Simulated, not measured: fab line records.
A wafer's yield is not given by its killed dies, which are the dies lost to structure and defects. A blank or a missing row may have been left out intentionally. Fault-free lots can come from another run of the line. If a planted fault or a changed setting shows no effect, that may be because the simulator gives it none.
Problem report in the 8D (eight disciplines) form, filled by code | flow sky130 | the parts of the form that need people (team, actions taken, sign-off) are left out

== 1. PROBLEM STATEMENT ==
Mean METAL5_ALCU_THK at SKY_METAL5_THK_MEAS_06: 1062 nm over 2 wafers in 2 lots; fault-free wafers: 1156 nm, standard deviation 14. That is -6.8 standard deviations from the usual mean.
The step: measures by xrf.
First observed at day 45 19:07: wafer L508.4, on film metro-04. The record holds 18 wafers of 6 lots with a number at this step. By rule, "out" or "out of limits" means more than 4 standard deviations away from the usual mean. The rest of the wafers with a number are treated as sound.

== 2. WHAT IT IS AND WHAT IT IS NOT ==
question                    | is                           | is not
which readings at this step | METAL5_ALCU_THK              | -
which lots                  | L508, L510                   | L501, L519, L522, L523
which wafers of those lots  | L508.4, L510.3               | L508.2, L508.5, L510.4, L510.6
read on which gauges        | film metro-02, film metro-04 | film metro-03
when                        | from day 45 19:07            | up to then (5 sound wafers); but 11 sound wafers of L510, L519, L522, L523 came after

== 3. WHAT RULES OUT EACH SUSPECT ==
Counting: any tool at a process step up to the reading remains a suspect provided it ran every lot that is out. Sound lots after the first of them don't rule it out here, since some wafers of a struck lot are sound.
- ruled out: the gauge at SKY_METAL5_THK_MEAS_06. Those wafers that are out were read across 2 gauges (film metro-02, film metro-04).
- cvd w-01 at SKY_VIA4_CVD_18 (deposits W, target thk 505 nm, time 152.14 s): kept. It processed each lot that is out (first: L508, day 45 18:11); up to then, its last sound lot is L501 (day 43 20:29).
- pvd sputter-03 at SKY_METAL5_SPUTTER_03 (material Ti, target thk 5 nm, time 3.3 s): kept. It processed each lot that is out (first: L508, day 45 18:55); up to then, its last sound lot is L501 (day 43 21:13).
- pvd sputter-03 at SKY_METAL5_SPUTTER_04 (material TiN, target thk 70 nm, time 58.3 s): kept. It processed each lot that is out (first: L508, day 45 18:56); up to then, its last sound lot is L501 (day 43 21:14).
cvd w-01 at SKY_VIA4_CVD_18, pvd sputter-03 at SKY_METAL5_SPUTTER_03 and pvd sputter-03 at SKY_METAL5_SPUTTER_04 are what is left after counting.

== 4. THE CAUSE (what the simulator had put in) ==
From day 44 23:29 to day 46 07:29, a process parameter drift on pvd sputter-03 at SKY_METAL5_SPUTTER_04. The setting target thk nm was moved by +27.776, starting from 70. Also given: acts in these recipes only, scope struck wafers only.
This tool is one of the 3 suspects left after counting.

== 5. SEQUENCE OF EFFECTS, ordered by route ==
Each row: a reading whose mean over the struck wafers that have a number lies more than 3 standard deviations from the usual. Scope: only readings with a usual standard deviation given in the record; hours: median across lots of the time from each lot's start at the first step in this table that gives one to its start at this step; sigmas: change in usual standard deviations.
hours | step                   | reading         | usual   | on struck wafers | change | sigmas
0     | SKY_METAL5_THK_MEAS_06 | METAL5_ALCU_THK | 1156 nm | 1062             | -94    | -6.8
Later steps that measure or inspect, where all struck wafers having a row at the step show a number for every such reading and not one has moved that far: SKY_PASSIVATION_THK_MEAS_01, SKY_PASSIVATION_THK_MEAS_03.

== 6. WHAT WOULD HAVE CAUGHT IT SOONER ==
The first out-of-limits reading at a measuring or inspecting step in this record came at day 45 19:07, 20 hours after the fault's start at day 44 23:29.
Of the tool readings at SKY_METAL5_SPUTTER_04 for which the record gives a usual standard deviation, none was out on any struck wafer, so an alarm limit of 4 standard deviations on them would not have fired.
Lots out: 2; of these, L510 started SKY_METAL5_SPUTTER_04 on pvd sputter-03 after day 45 19:07. Had the tool been put on hold then, it would have been spared.
